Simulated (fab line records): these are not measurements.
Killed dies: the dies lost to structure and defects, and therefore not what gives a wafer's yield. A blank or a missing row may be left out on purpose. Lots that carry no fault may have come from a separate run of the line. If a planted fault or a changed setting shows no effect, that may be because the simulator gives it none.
A struck lot beside a sound one    flow sky130    15 out of 708 route steps
Sound: these wafers, L371.2, L371.4, L371.6. Struck: wafer L383.1 (left out: L383.3, L383.4 of the same lot, which were not struck); the cause appears at the end.
Order at every step that has rows: each side's tool, ch and its chambers, its first start. Under that, the readings that differ: sound wafers    struck wafers    difference of the means    sigmas: that difference in standard deviations of wafers without a fault.
alike: words and numbers the same on both sides, and readings whose means are apart by under 2 such deviations; not compared: readings that were withheld, readings missing a value for some wafer, numbers with overlapping values and no deviation given by the record, and bounds like >300 which may hide the same value.
Wherever a step has rows on one side only, a row that says differs or no value, or a row with sigmas, the two part there. Numbers that have no deviation but don't overlap get no sigmas and don't part them. Lack of a reading on every wafer of one side parts them only where that side has two or more wafers.

SKY_VIA2_CMP_02: polishes SiO2.
  sound on cmp-01 ch 1,2, day 35 15:10; struck on cmp-01 ch 1, day 40 12:16
  alike: motor_current_A
SKY_VIA2_BOW_MEAS_03:
  sound: film_metro-03 at day 35 15:26; struck: film_metro-03 at day 40 12:31
  alike: VIA2_BOW
then, 8 steps without rows for these wafers: SKY_VIA2_DEHYDRATE_04 (time 60 s); SKY_VIA2_HMDS_05 (prime time 60 s); SKY_VIA2_COAT_06 (resist thk 60 nm); SKY_VIA2_COAT_07 (resist thk 444.8 nm); SKY_VIA2_SOFTBAKE_08 (time 90 s); SKY_VIA2_EXPOSE_09 (exposes mask VIM2, target cd 200 nm); SKY_VIA2_PEB_10; SKY_VIA2_DEVELOP_11 (develop time 60 s).
SKY_VIA2_CD_MEAS_12 targets a cd of 200 nm.
  sound: cd_sem-01 at day 36 18:08; struck: cd_sem-01 at day 41 12:49
  alike: cd_nm
SKY_VIA2_OVL_MEAS_13:
  sound: overlay-02 at day 36 18:15; struck: overlay-01 at day 41 12:56
  alike: VIA2_OVL
SKY_VIA2_ETCH_14: etches BARC in N2/H2, stops on SiO2, time 45.9 s, target depth 60 nm.
  sound on rie_diel-02 ch 0,1,3, day 36 18:17; struck on rie_diel-04 ch 2, day 41 12:58
  alike: drypump_motor_current_A, oes_product_au, throttle_valve_pct
  not compared: rf_hours_counter_h, model.KrF-thick_of_VIA2_COAT_07.thk_nm
SKY_VIA2_ETCH_15: etches SiO2 in C4F8/O2/Ar, stops on TiN, target depth 546 nm, time 84 s.
  sound on rie_diel-02 ch 0,1,3, day 36 18:19; struck on rie_diel-04 ch 2, day 41 13:01
reading                sound              struck  difference  sigmas
oes_product_au (a.u.)  0.930 0.933 0.929  0.942   +0.011      +2
  not compared: rf_hours_counter_h
-- the record jumps here: 8 days lie between the struck wafers' starts before and after (it left off in module VIA2 and takes up again in module PAD_OPEN, whose first step shown is number 708 of the route) --
SKY_PAD_OPEN_PROBE_99:
  rows exist in the record for the struck wafers here (prober-02, day 50 00:22), but not for the sound ones

== WHERE THEY PART ==
Last at SKY_PAD_OPEN_PROBE_99 as far as this record goes, first at SKY_VIA2_ETCH_15.

WHY: the cause the simulator had injected
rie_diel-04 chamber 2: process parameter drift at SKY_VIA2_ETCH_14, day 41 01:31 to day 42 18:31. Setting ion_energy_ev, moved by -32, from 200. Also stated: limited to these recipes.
